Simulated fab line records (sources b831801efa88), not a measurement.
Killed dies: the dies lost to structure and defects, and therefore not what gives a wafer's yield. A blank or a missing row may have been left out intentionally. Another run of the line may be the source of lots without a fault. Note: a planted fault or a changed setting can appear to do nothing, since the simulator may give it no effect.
Which tool is to blame? || flow sky130 || 6 lots, 18 wafers sampled, at 2 steps of a route of 708

== WHAT EACH GAUGE READ, for each wafer ==
SKY_VIA4_THK_MEAS_01.
{"lot": "L737", "measured": "day 41 20:24", "on": "film-metro-01", "VIA4_HDPCVD_THK (nm)": "1771 1771 1746"}
{"lot": "L739", "measured": "day 42 08:32", "on": "film-metro-01", "VIA4_HDPCVD_THK (nm)": "1746 1739 1764"}
{"lot": "L742", "measured": "day 43 07:46", "on": "film-metro-01", "VIA4_HDPCVD_THK (nm)": "1757 1766 2269"}
{"lot": "L751", "measured": "day 46 00:10", "on": "film-metro-01", "VIA4_HDPCVD_THK (nm)": "1735 1778 1736"}
{"lot": "L755", "measured": "day 46 19:50", "on": "film-metro-01", "VIA4_HDPCVD_THK (nm)": "1754 1756 1776"}
{"lot": "L757", "measured": "day 47 07:29", "on": "film-metro-04", "VIA4_HDPCVD_THK (nm)": "1751 1778 1754"}

== TOOL THAT RAN EACH LOT (tool first, then ch and the chambers of the sampled wafers, then the start) ==
{"lot": "L737", "SKY_VIA4_HDPCVD_00": "hdpcvd-02 ch 0,1, day 41 20:12"}
{"lot": "L739", "SKY_VIA4_HDPCVD_00": "hdpcvd-02 ch 1,2, day 42 08:21"}
{"lot": "L742", "SKY_VIA4_HDPCVD_00": "hdpcvd-02 ch 0,1,2, day 43 07:39"}
{"lot": "L751", "SKY_VIA4_HDPCVD_00": "hdpcvd-01 ch 0,2, day 45 23:59"}
{"lot": "L755", "SKY_VIA4_HDPCVD_00": "hdpcvd-02 ch 0,1,2, day 46 19:39"}
{"lot": "L757", "SKY_VIA4_HDPCVD_00": "hdpcvd-02 ch 1,2, day 47 07:17"}
- SKY_VIA4_HDPCVD_00: deposits SiO2, target thk 1750 nm, time 291.7 s.

== THE ANSWER, worked out from the rows above alone ==
Rule: the usual values come from the lots themselves. The widest of any qualifying gaps counts: lots, ordered by their means at a reading, are off when they make up no more than a third of the lots, leave a main group of 4 or more, and stand apart from it by 3 or more times the standard deviation of that group's means. A main group is skipped when, at the precision printed for the reading in the tables above, its means are all equal. A lot without any number at a reading at which 4 lots or more have one is off too. Any other lot the step has rows for is counted as sound.
Off: L742, seen at SKY_VIA4_THK_MEAS_01 (VIA4_HDPCVD_THK). Main group: mean 1757 nm, sd 6.
If a tool, at a process step before that reading, ran all the lots that are off and no sound lot after the first of them, it fits. Those tools and the gauges at SKY_VIA4_THK_MEAS_01 are tried in the same way. None of those tried fits.

== WHAT WAS PUT IN BY THE SIMULATOR ==
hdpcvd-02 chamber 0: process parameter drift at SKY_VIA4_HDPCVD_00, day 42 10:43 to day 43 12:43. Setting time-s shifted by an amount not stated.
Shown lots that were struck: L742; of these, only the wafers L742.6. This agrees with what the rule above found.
